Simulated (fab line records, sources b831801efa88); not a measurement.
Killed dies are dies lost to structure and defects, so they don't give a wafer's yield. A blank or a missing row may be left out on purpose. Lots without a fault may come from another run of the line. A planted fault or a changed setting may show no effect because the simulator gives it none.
fab line records | flow gf180mcu
record lots=24 wafers=72 last_day=34
route steps=602 shown CONTACT@304 M2@366 V3@432 M4@458 V5@544
lots that met no fault: from a run of the same line without faults
start_h: hours from the record's first day to the start of the lot's first wafer shown | wait_h: hours since the lot's step before | " the same as in the row above | L1.1+2: a row that stands for several wafers | - no value, or no start given | * or withheld: withheld | < > ~ a bound
route shown NAME@n: a module of which the file shows steps, and the number in the route of the first | usual: mean/standard deviation of fault-free wafers | same: alike in all rows | chamber/n: place in a boat | sites: the reading at each site | _std_site: their standard deviation | _edge_site: outer sites' mean less inner sites' | radius_mm: how far each site lies from the wafer's centre | mask NAME#n: copy n | behind: the tool/chamber that last shaped the wafer | hold: why the lot was held/for how many hours/how that ended | device: the transistor (n, p or np) that didn't switch | end of line: the same wafers' tests at the end of the route | a step without rows: its recipe alone | killed: dies lost to structure and defects at the first sort, not the wafer's yield | map: a wafer's dies, x killed, . not, _ none there
set.NAME: the setting as run; set.NAME@STEP: as run at that earlier step | model.NAME: the simulator's own value behind a step, which no gauge read
steps of the route over a sample of lots; a table a step, a row a wafer
services: from which hour (start_h, from the record's first day; less than 0 if before it) a tool's chamber was out of use, for how many hours, and why
## steps
# step GF_CONTACT_ETCH_17
# recipe chemistry=C4F8/O2/Ar mask_material=KrF target=SiO2 stop_on=CoSi2 source_w=1500 bias_w=1200 pressure_mtorr=40 c4f8_flow_sccm=withheld O2_flow_sccm=6 Ar_flow_sccm=300 time_s=withheld target_depth_a=8600
# usual oes_product_au=0.814/0.0047
# columns lot.wafer tool chamber start_h wait_h oes_product_au
L074.2 rie_diel-01 0 - - 0.819
L074.5 " 0 " " 0.807
L074.6 " 1 " " 0.819
L075.3 rie_diel-02 3 - - 0.805
L075.4 " 0 " " 0.808
L075.6 " 3 " " 0.814
L076.1 rie_diel-03 2 - - 0.817
L076.3 " 3 " " 0.811
L076.6 " 2 " " 0.814
L077.1 rie_diel-02 0 - - 0.816
L077.2 " 2 " " 0.812
L077.3 " 1 " " 0.816
L078.1 rie_diel-01 1 - - 0.810
L078.2 " 2 " " 0.813
L078.3 " 0 " " 0.817
L079.1 rie_diel-03 1 - - 0.812
L079.2 " 3 " " 0.818
L079.3 " 0 " " 0.824
L081.2 rie_diel-01 1 - - 0.810
L081.3 " 0 " " 0.813
L081.4 " 2 " " 0.809
L080.3 rie_diel-03 1 - - 0.823
L080.4 " 0 " " 0.818
L080.6 " 3 " " 0.819
L082.1 rie_diel-01 3 - - 0.816
L082.3 " 1 " " 0.813
L082.4 " 3 " " 0.818
L083.2 rie_diel-01 2 - - 0.821
L083.3 " 1 " " 0.817
L083.5 " 0 " " 0.810
L084.1 rie_diel-02 0 - - 0.819
L084.2 " 3 " " 0.816
L084.3 " 2 " " 0.817
L085.3 rie_diel-01 0 - - 0.817
L085.4 " 1 " " 0.818
L085.6 " 1 " " 0.819
L086.1 rie_diel-02 2 - - 0.803
L086.4 " 0 " " 0.811
L086.5 " 1 " " 0.818
L087.3 rie_diel-01 0 - - 0.818
L087.4 " 3 " " 0.819
L087.6 " 0 " " 0.804
L088.3 rie_diel-01 1 - - 0.822
L088.5 " 3 " " 0.817
L088.6 " 2 " " 0.811
L089.1 rie_diel-01 3 - - 0.818
L089.2 " 1 " " 0.811
L089.4 " 2 " " 0.816
L090.1 rie_diel-03 0 - - 0.815
L090.3 " 3 " " 0.817
L090.4 " 1 " " 0.812
L091.1 rie_diel-02 3 - - 0.819
L091.3 " 2 " " 0.808
L091.6 " 0 " " 0.806
L092.3 rie_diel-02 2 - - 0.815
L092.5 " 0 " " 0.818
L092.6 " 2 " " 0.814
L093.1 rie_diel-03 0 - - 0.819
L093.5 " 3 " " 0.812
L093.6 " 2 " " 0.809
L094.1 rie_diel-01 3 - - 0.814
L094.3 " 0 " " 0.811
L094.4 " 1 " " 0.814
L095.1 rie_diel-01 3 - - 0.816
L095.3 " 1 " " 0.813
L095.5 " 0 " " 0.816
L096.1 rie_diel-03 2 - - 0.817
L096.2 " 0 " " 0.823
L096.4 " 3 " " 0.809
L097.3 rie_diel-03 1 - - 0.819
L097.5 " 0 " " 0.813
L097.6 " 3 " " 0.805
# step GF_M2_SPUTTER_04
# recipe material=TiN target_thk_nm=50 power_w=6500 time_s=41.7 chamber_pressure_pa=0.4
# usual throttle_valve_pct=30.0/1.1
# columns lot.wafer tool chamber start_h wait_h throttle_valve_pct
L074.2 pvd_sputter-03 - 415.05 0.0 28.7
L074.5 " - " " 29.2
L074.6 " - " " 28.9
L075.3 pvd_sputter-03 - 436.41 0.0 28.6
L075.4 " - " " 30.9
L075.6 " - " " 30.9
L076.1 pvd_sputter-03 - 437.91 0.0 28.7
L076.3 " - " " 28.9
L076.6 " - " " 28.8
L077.1 pvd_sputter-04 - 442.51 0.0 32.1
L077.2 " - " " 29.2
L077.3 " - " " 29.8
L078.1 pvd_sputter-04 - 459.26 0.0 31.3
L078.2 " - " " 29.9
L078.3 " - " " 29.2
L079.1 pvd_sputter-03 - 471.26 0.0 29.0
L079.2 " - " " 30.7
L079.3 " - " " 29.5
L081.2 pvd_sputter-03 - 482.37 0.0 28.8
L081.3 " - " " 28.7
L081.4 " - " " 29.3
L080.3 pvd_sputter-04 - 483.01 0.0 32.0
L080.4 " - " " 31.0
L080.6 " - " " 29.1
L082.1 pvd_sputter-04 - 490.85 0.0 31.4
L082.3 " - " " 29.0
L082.4 " - " " 29.7
L083.2 pvd_sputter-03 - 499.81 0.0 29.1
L083.3 " - " " 29.1
L083.5 " - " " 29.2
L084.1 pvd_sputter-04 - 506.93 0.0 29.9
L084.2 " - " " 29.4
L084.3 " - " " 31.9
L085.3 pvd_sputter-03 - 513.20 0.0 29.2
L085.4 " - " " 29.0
L085.6 " - " " 29.5
L086.1 pvd_sputter-01 - 520.11 0.0 32.0
L086.4 " - " " 29.4
L086.5 " - " " 29.8
L087.3 pvd_sputter-03 - 528.56 0.0 29.0
L087.4 " - " " 29.0
L087.6 " - " " 28.8
L088.3 pvd_sputter-03 - 540.65 0.0 29.0
L088.5 " - " " 29.4
L088.6 " - " " 29.0
L089.1 pvd_sputter-04 - 543.85 0.0 32.1
L089.2 " - " " 29.2
L089.4 " - " " 30.1
L090.1 pvd_sputter-04 - 553.21 0.0 31.9
L090.3 " - " " 31.2
L090.4 " - " " 29.1
L091.1 pvd_sputter-04 - 563.11 0.0 32.0
L091.3 " - " " 31.1
L091.6 " - " " 30.9
L092.3 pvd_sputter-03 - 566.40 0.0 29.2
L092.5 " - " " 28.7
L092.6 " - " " 31.0
L093.1 pvd_sputter-01 - 571.92 0.0 29.5
L093.5 " - " " 29.8
L093.6 " - " " 29.3
L094.1 pvd_sputter-03 - 581.67 0.0 31.1
L094.3 " - " " 28.8
L094.4 " - " " 29.1
L095.1 pvd_sputter-04 - 591.34 0.0 29.2
L095.3 " - " " 29.5
L095.5 " - " " 31.3
L096.1 pvd_sputter-04 - 594.46 0.0 29.1
L096.2 " - " " 29.7
L096.4 " - " " 31.5
L097.3 pvd_sputter-03 - 598.31 0.0 30.8
L097.5 " - " " 30.9
L097.6 " - " " 28.8
# step GF_M2_RS_MEAS_05
# recipe thk_meas_gauge=four-point-probe reads=TiN_of_M2_SPUTTER_04+Ti_of_M2_SPUTTER_03+AlCu_of_M2_SPUTTER_02+TiN_of_M2_SPUTTER_01+Ti_of_M2_SPUTTER_00
# usual M2_ALCU_RS=0.0697/0.00079
# columns lot.wafer tool chamber start_h wait_h M2_ALCU_RS[ohm/sq]
L074.2 film_metro-04 - 415.11 0.0 0.0699
L074.5 " - " " 0.0699
L074.6 " - " " 0.0697
L075.3 film_metro-03 - 436.49 0.1 0.0703
L075.4 " - " " 0.0699
L075.6 " - " " 0.0699
L076.1 film_metro-03 - 437.95 0.0 0.0695
L076.3 " - " " 0.0691
L076.6 " - " " 0.0691
L077.1 film_metro-04 - 442.55 0.0 0.0693
L077.2 " - " " 0.0700
L077.3 " - " " 0.0700
L078.1 film_metro-04 - 459.30 0.0 0.0697
L078.2 " - " " 0.0704
L078.3 " - " " 0.0705
L079.1 film_metro-04 - 471.30 0.0 0.0693
L079.2 " - " " 0.0689
L079.3 " - " " 0.0692
L081.2 film_metro-03 - 482.43 0.0 0.0702
L081.3 " - " " 0.0699
L081.4 " - " " 0.0691
L080.3 film_metro-03 - 483.09 0.1 0.0689
L080.4 " - " " 0.0712
L080.6 " - " " 0.0704
L082.1 film_metro-03 - 490.91 0.0 0.0702
L082.3 " - " " 0.0702
L082.4 " - " " 0.0704
L083.2 film_metro-03 - 499.87 0.0 0.0681
L083.3 " - " " 0.0690
L083.5 " - " " 0.0682
L084.1 film_metro-03 - 506.97 0.0 0.0694
L084.2 " - " " 0.0692
L084.3 " - " " 0.0680
L085.3 film_metro-03 - 513.28 0.1 0.0697
L085.4 " - " " 0.0706
L085.6 " - " " 0.0704
L086.1 film_metro-04 - 520.15 0.0 0.0703
L086.4 " - " " 0.0699
L086.5 " - " " 0.0695
L087.3 film_metro-02 - 528.64 0.1 0.0692
L087.4 " - " " 0.0691
L087.6 " - " " 0.0693
L088.3 film_metro-02 - 540.73 0.1 0.0706
L088.5 " - " " 0.0701
L088.6 " - " " 0.0703
L089.1 film_metro-03 - 543.89 0.0 0.0689
L089.2 " - " " 0.0712
L089.4 " - " " 0.0698
L090.1 film_metro-04 - 553.25 0.0 0.0668
L090.3 " - " " 0.0685
L090.4 " - " " 0.0690
L091.1 film_metro-04 - 563.15 0.0 0.0685
L091.3 " - " " 0.0701
L091.6 " - " " 0.0698
L092.3 film_metro-03 - 566.48 0.1 0.0684
L092.5 " - " " 0.0695
L092.6 " - " " 0.0705
L093.1 film_metro-02 - 571.96 0.0 0.0709
L093.5 " - " " 0.0691
L093.6 " - " " 0.0707
L094.1 film_metro-03 - 581.71 0.0 0.0700
L094.3 " - " " 0.0691
L094.4 " - " " 0.0689
L095.1 film_metro-03 - 591.38 0.0 0.0716
L095.3 " - " " 0.0707
L095.5 " - " " 0.0708
L096.1 film_metro-03 - 594.50 0.0 0.0707
L096.2 " - " " 0.0696
L096.4 " - " " 0.0695
L097.3 film_metro-02 - 598.39 0.1 0.0707
L097.5 " - " " 0.0698
L097.6 " - " " 0.0695
# step GF_V3_THK_MEAS_03
# recipe reads=SiO2_of_V3_CVD_02
# usual V3_CVD_02_THK=850/11
# columns lot.wafer tool chamber start_h wait_h V3_CVD_02_THK[nm]
L074.2 film_metro-03 - 492.28 0.0 863
L074.5 " - " " 868
L074.6 " - " " 861
L075.3 film_metro-04 - 512.18 0.1 850
L075.4 " - " " 868
L075.6 " - " " 859
L076.1 film_metro-03 - 514.16 0.0 859
L076.3 " - " " 855
L076.6 " - " " 877
L077.1 film_metro-03 - 518.71 0.0 843
L077.2 " - " " 848
L077.3 " - " " 856
L078.1 film_metro-04 - 534.62 0.0 835
L078.2 " - " " 838
L078.3 " - " " 847
L079.1 film_metro-01 - 545.14 0.0 845
L079.2 " - " " 839
L079.3 " - " " 848
L081.2 film_metro-04 - 555.14 0.0 848
L081.3 " - " " 847
L081.4 " - " " 852
L080.3 film_metro-01 - 556.53 0.1 852
L080.4 " - " " 859
L080.6 " - " " 844
L082.1 film_metro-03 - 564.16 0.0 844
L082.3 " - " " 850
L082.4 " - " " 856
L083.2 film_metro-04 - 571.68 0.0 842
L083.3 " - " " 852
L083.5 " - " " 862
L084.1 film_metro-03 - 577.25 0.0 834
L084.2 " - " " 843
L084.3 " - " " 844
L085.3 film_metro-01 - 583.17 0.1 856
L085.4 " - " " 856
L085.6 " - " " 837
L086.1 film_metro-04 - 590.30 0.0 838
L086.4 " - " " 848
L086.5 " - " " 852
L087.3 film_metro-01 - 596.54 0.1 848
L087.4 " - " " 849
L087.6 " - " " 857
L088.3 film_metro-01 - 608.48 0.1 846
L088.5 " - " " 849
L088.6 " - " " 849
L089.1 film_metro-04 - 612.20 0.0 828
L089.2 " - " " 829
L089.4 " - " " 846
L090.1 film_metro-01 - 621.52 0.0 841
L090.3 " - " " 850
L090.4 " - " " 856
L091.1 film_metro-03 - 629.72 0.0 849
L091.3 " - " " 842
L091.6 " - " " 863
L092.3 film_metro-01 - 632.92 0.1 848
L092.5 " - " " 854
L092.6 " - " " 851
L093.1 film_metro-04 - 638.21 0.0 846
L093.5 " - " " 853
L093.6 " - " " 839
L094.1 film_metro-04 - 646.75 0.0 843
L094.3 " - " " 848
L094.4 " - " " 851
L095.1 film_metro-04 - 655.87 0.1 843
L095.3 " - " " 850
L095.5 " - " " 854
L096.1 film_metro-04 - 658.34 0.0 841
L096.2 " - " " 861
L096.4 " - " " 852
L097.3 film_metro-03 - 662.98 0.1 856
L097.5 " - " " 852
L097.6 " - " " 872
# step GF_M4_SPUTTER_02
# recipe material=AlCu target_thk_nm=450 power_w=10600 time_s=23.9 chamber_pressure_pa=0.4
# usual throttle_valve_pct=29.9/1.1
# columns lot.wafer tool chamber start_h wait_h throttle_valve_pct
L074.2 pvd_sputter-01 - 517.51 0.0 32.2
L074.5 " - " " 30.2
L074.6 " - " " 32.1
L075.3 pvd_sputter-01 - 537.16 0.0 29.5
L075.4 " - " " 29.8
L075.6 " - " " 29.4
L076.1 pvd_sputter-03 - 539.69 0.0 28.8
L076.3 " - " " 30.7
L076.6 " - " " 29.1
L077.1 pvd_sputter-03 - 543.50 0.0 30.7
L077.2 " - " " 28.6
L077.3 " - " " 29.1
L078.1 pvd_sputter-03 - 560.10 0.0 29.5
L078.2 " - " " 30.9
L078.3 " - " " 28.7
L079.1 pvd_sputter-01 - 569.40 0.0 30.0
L079.2 " - " " 29.5
L079.3 " - " " 30.0
L081.2 pvd_sputter-03 - 578.25 0.0 29.3
L081.3 " - " " 30.5
L081.4 " - " " 28.7
L080.3 pvd_sputter-01 - 580.20 0.0 29.7
L080.4 " - " " 29.9
L080.6 " - " " 29.4
L082.1 pvd_sputter-01 - 587.07 0.0 29.6
L082.3 " - " " 30.1
L082.4 " - " " 29.4
L083.2 pvd_sputter-01 - 594.76 0.0 29.6
L083.3 " - " " 30.0
L083.5 " - " " 32.2
L084.1 pvd_sputter-04 - 600.21 0.0 31.2
L084.2 " - " " 29.8
L084.3 " - " " 29.3
L085.3 pvd_sputter-01 - 605.60 0.0 32.1
L085.4 " - " " 29.9
L085.6 " - " " 29.8
L086.1 pvd_sputter-01 - 614.25 0.0 32.0
L086.4 " - " " 30.0
L086.5 " - " " 29.7
L087.3 pvd_sputter-01 - 619.01 0.0 30.2
L087.4 " - " " 29.9
L087.6 " - " " 32.1
L088.3 pvd_sputter-01 - 631.11 0.0 29.9
L088.5 " - " " 32.2
L088.6 " - " " 29.7
L089.1 pvd_sputter-03 - 634.44 0.0 28.9
L089.2 " - " " 28.7
L089.4 " - " " 31.0
L090.1 pvd_sputter-03 - 643.70 0.0 29.2
L090.3 " - " " 28.8
L090.4 " - " " 29.0
L091.1 pvd_sputter-03 - 652.41 0.0 28.9
L091.3 " - " " 29.1
L091.6 " - " " 29.1
L092.3 pvd_sputter-04 - 654.64 0.0 29.0
L092.5 " - " " 29.0
L092.6 " - " " 29.9
L093.1 pvd_sputter-03 - 659.78 0.0 29.1
L093.5 " - " " 28.9
L093.6 " - " " 29.4
L094.1 pvd_sputter-01 - 669.19 0.0 32.1
L094.3 " - " " 29.9
L094.4 " - " " 30.1
L095.1 pvd_sputter-04 - 677.26 0.0 31.3
L095.3 " - " " 29.3
L095.5 " - " " 31.2
L096.1 pvd_sputter-03 - 679.50 0.0 28.8
L096.2 " - " " 28.8
L096.4 " - " " 30.9
L097.3 pvd_sputter-03 - 684.53 0.0 29.4
L097.5 " - " " 28.6
L097.6 " - " " 29.2
# step GF_V5_CMP_04
# recipe material=SiO2 down_force_psi=4 platen_rpm=60 pad_velocity_m_s=0.94248
# usual motor_current_A=12.2/1.3
# columns lot.wafer tool chamber start_h wait_h motor_current_A
L074.2 cmp-02 0 608.63 0.1 11.5
L074.5 " 3 " " 14.1
L074.6 " 0 " " 12.3
L075.3 cmp-02 1 627.86 0.0 11.5
L075.4 " 3 " " 14.2
L075.6 " 2 " " 12.9
L076.3 cmp-01 3 629.55 0.1 10.4
L076.1 " 0 " " 10.8
L076.6 " 0 " " 11.6
L077.1 cmp-01 3 631.81 0.1 10.0
L077.2 " 1 " " 10.4
L077.3 " 2 " " 13.1
L078.2 cmp-02 3 647.36 0.0 15.0
L078.1 " 0 " " 11.7
L078.3 " 2 " " 13.1
L079.1 cmp-02 2 656.44 0.1 13.3
L079.2 " 0 " " 11.7
L079.3 " 1 " " 11.5
L081.2 cmp-01 0 664.51 0.0 11.5
L081.4 " 1 " " 10.2
L081.3 " 2 " " 13.4
L080.3 cmp-01 0 666.06 0.0 11.1
L080.4 " 1 " " 10.7
L080.6 " 0 " " 11.4
L082.1 cmp-02 1 671.95 0.1 10.9
L082.3 " 3 " " 14.0
L082.4 " 0 " " 12.1
L083.2 cmp-02 3 678.85 0.0 14.0
L083.3 " 1 " " 11.8
L083.5 " 0 " " 12.1
L084.2 cmp-02 0 685.09 0.0 11.7
L084.3 " 1 " " 11.5
L084.1 " 2 " " 12.4
L085.3 cmp-02 1 688.58 0.7 11.6
L085.4 " 2 " " 13.1
L085.6 " 2 " " 14.6
L086.1 cmp-02 0 697.32 0.1 12.3
L086.4 " 2 " " 13.2
L086.5 " 1 " " 11.1
L087.4 cmp-02 2 702.06 0.1 13.5
L087.3 " 0 " " 12.0
L087.6 " 3 " " 14.8
L088.3 cmp-02 3 711.76 0.1 14.8
L088.6 " 1 " " 12.4
L088.5 " 2 " " 12.6
L089.4 cmp-02 2 714.51 0.0 12.8
L089.1 " 0 " " 11.5
L089.2 " 1 " " 11.9
L090.1 cmp-01 3 724.99 0.1 10.6
L090.3 " 0 " " 11.7
L090.4 " 1 " " 10.1
L091.3 cmp-02 1 732.38 0.0 11.2
L091.1 " 2 " " 12.7
L091.6 " 1 " " 11.3
L092.3 cmp-01 3 733.55 0.1 10.5
L092.6 " 2 " " 13.4
L092.5 " 3 " " 10.1
L093.1 cmp-01 2 738.35 0.1 13.6
L093.6 " 0 " " 10.9
L093.5 " 1 " " 10.0
L094.3 cmp-02 1 748.58 0.3 11.0
L094.4 " 3 " " 14.1
L094.1 " 0 " " 12.5
L095.1 cmp-01 0 753.72 0.1 11.4
L095.3 " 1 " " 10.9
L095.5 " 1 " " 10.6
L096.1 cmp-02 2 755.77 0.1 13.1
L096.4 " 3 " " 14.9
L096.2 " 1 " " 10.9
L097.3 cmp-02 0 761.00 0.4 12.4
L097.6 " 3 " " 13.7
L097.5 " 0 " " 12.0
## services
# columns tool chamber start_h hours kind
cmp-02 - 346.11 0.3 repair
rie_diel-01 1 390.33 8.8 repair
rie_diel-01 0 437.44 2.5 repair
cmp-02 - 439.98 1.4 repair
cmp-02 - 441.13 1.2 repair
cmp-02 - 456.91 15.7 pm
rie_diel-01 1 467.12 5.3 repair
pvd_sputter-03 - 506.28 1.1 repair
pvd_sputter-01 - 551.52 5.4 repair
cmp-02 - 557.79 0.7 repair
cmp-02 - 572.03 4.0 pm
cmp-02 - 586.37 3.0 repair
cmp-02 - 590.29 2.0 repair
pvd_sputter-03 - 591.05 4.6 repair
pvd_sputter-01 - 608.64 2.7 repair
cmp-02 - 618.24 0.7 repair
cmp-02 - 630.40 0.6 repair
pvd_sputter-01 - 640.34 3.0 repair
cmp-02 - 662.68 7.5 pm
cmp-02 - 693.27 1.7 repair
pvd_sputter-01 - 694.39 3.5 repair
pvd_sputter-03 - 703.23 7.4 repair
cmp-02 - 721.47 3.9 repair
pvd_sputter-04 - 729.14 1.9 repair
## key
fault none
